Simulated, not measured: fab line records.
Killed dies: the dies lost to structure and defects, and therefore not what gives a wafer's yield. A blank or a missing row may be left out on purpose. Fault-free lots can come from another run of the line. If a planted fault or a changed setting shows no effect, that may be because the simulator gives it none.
Which of the tools did it? | flow sky130 | 36 wafers from 12 lots sampled at 2 of the route's 708 steps

WHAT THE GAUGES SHOWED, per wafer
SKY_VIA4_THK_MEAS_01.
lot  | measured     | on            | VIA4_HDPCVD_THK (nm)
L669 | day 41 18:36 | film_metro-01 | 1718 1739 1734
L671 | day 42 10:51 | film_metro-02 | 1733 1749 1755
L674 | day 43 13:05 | film_metro-03 | 1742 1759 1766
L673 | day 43 14:25 | film_metro-03 | 1761 1757 1731
L675 | day 43 23:39 | film_metro-03 | 1749 1775 1730
L676 | day 44 06:03 | film_metro-03 | 1763 1748 1765
L677 | day 44 07:18 | film_metro-02 | 1766 1779 1777
L680 | day 45 00:27 | film_metro-02 | 1752 1768 1760
L681 | day 45 06:30 | film_metro-03 | 1753 1758 1732
L684 | day 46 02:34 | film_metro-03 | 1709 1733 1729
L687 | day 46 22:58 | film_metro-03 | 1714 1728 1753
L692 | day 47 19:56 | film_metro-02 | 1765 1766 1741

TOOL THAT RAN EACH LOT (tool first, then ch and the chambers of the sampled wafers, then the start)
lot  | SKY_METAL4_DESCUM_15
L669 | rie_metal-01 ch 0,1, day 41 17:29
L671 | rie_metal-03 ch 0,1, day 42 09:44
L674 | rie_metal-01 ch 0,1, day 43 11:58
L673 | rie_metal-03 ch 0,1, day 43 13:17
L675 | rie_metal-02 ch 0,1, day 43 22:33
L676 | rie_metal-03 ch 0,1, day 44 04:55
L677 | rie_metal-01 ch 0,1, day 44 06:12
L680 | rie_metal-02 ch 0,1, day 44 23:16
L681 | rie_metal-02 ch 0,1, day 45 05:24
L684 | rie_metal-03 ch 0,1, day 46 01:28
L687 | rie_metal-03 ch 0,1, day 46 21:51
L692 | rie_metal-02 ch 0,1, day 47 18:48
- SKY_METAL4_DESCUM_15: chemistry O2, time 8 s.

WHAT THE TOOLS THEMSELVES READ (means of the sampled wafers that have a number; where no wafer has one, the mark that the record gives instead)
SKY_METAL4_DESCUM_15.
lot  | tool         | drypump_motor_current_A (A) | oes_product_au (a.u.)
L669 | rie_metal-01 | 5.7                         | 0.998
L671 | rie_metal-03 | 6.2                         | 0.994
L674 | rie_metal-01 | 5.5                         | 0.994
L673 | rie_metal-03 | 6.2                         | 0.995
L675 | rie_metal-02 | 5.1                         | 1.000
L676 | rie_metal-03 | 5.9                         | 1.001
L677 | rie_metal-01 | 5.5                         | 0.993
L680 | rie_metal-02 | 5.2                         | 0.998
L681 | rie_metal-02 | 5.1                         | 0.994
L684 | rie_metal-03 | 5.9                         | 1.009
L687 | rie_metal-03 | 5.9                         | 1.007
L692 | rie_metal-02 | 5.2                         | 0.996

THE ANSWER, worked out from the rows above alone
Rule: the lots themselves supply what counts as usual. The widest of any qualifying gaps counts: lots, ordered by their means at a reading, are off when they make up no more than a third of the lots, leave a main group of 4 or more, and stand apart from it by 3 or more times the standard deviation of that group's means. The tables above print the reading to a certain number of digits; a main group whose means all agree to those digits is not used. Also off: a lot with no number at a reading for which 4 or more lots have one. Where the step has rows for the other lots, those lots are counted as sound. Order of review: gauges by route order, followed by the tools' own readings, for which a lot's mean as printed above is used. At the first step where some lot is off, the reading lying furthest off is the one used; lots without a number count as furthest.
Across all readings shown, no lot is off: no conclusion can be drawn from this.

WHAT THE SIMULATOR HAD INSERTED
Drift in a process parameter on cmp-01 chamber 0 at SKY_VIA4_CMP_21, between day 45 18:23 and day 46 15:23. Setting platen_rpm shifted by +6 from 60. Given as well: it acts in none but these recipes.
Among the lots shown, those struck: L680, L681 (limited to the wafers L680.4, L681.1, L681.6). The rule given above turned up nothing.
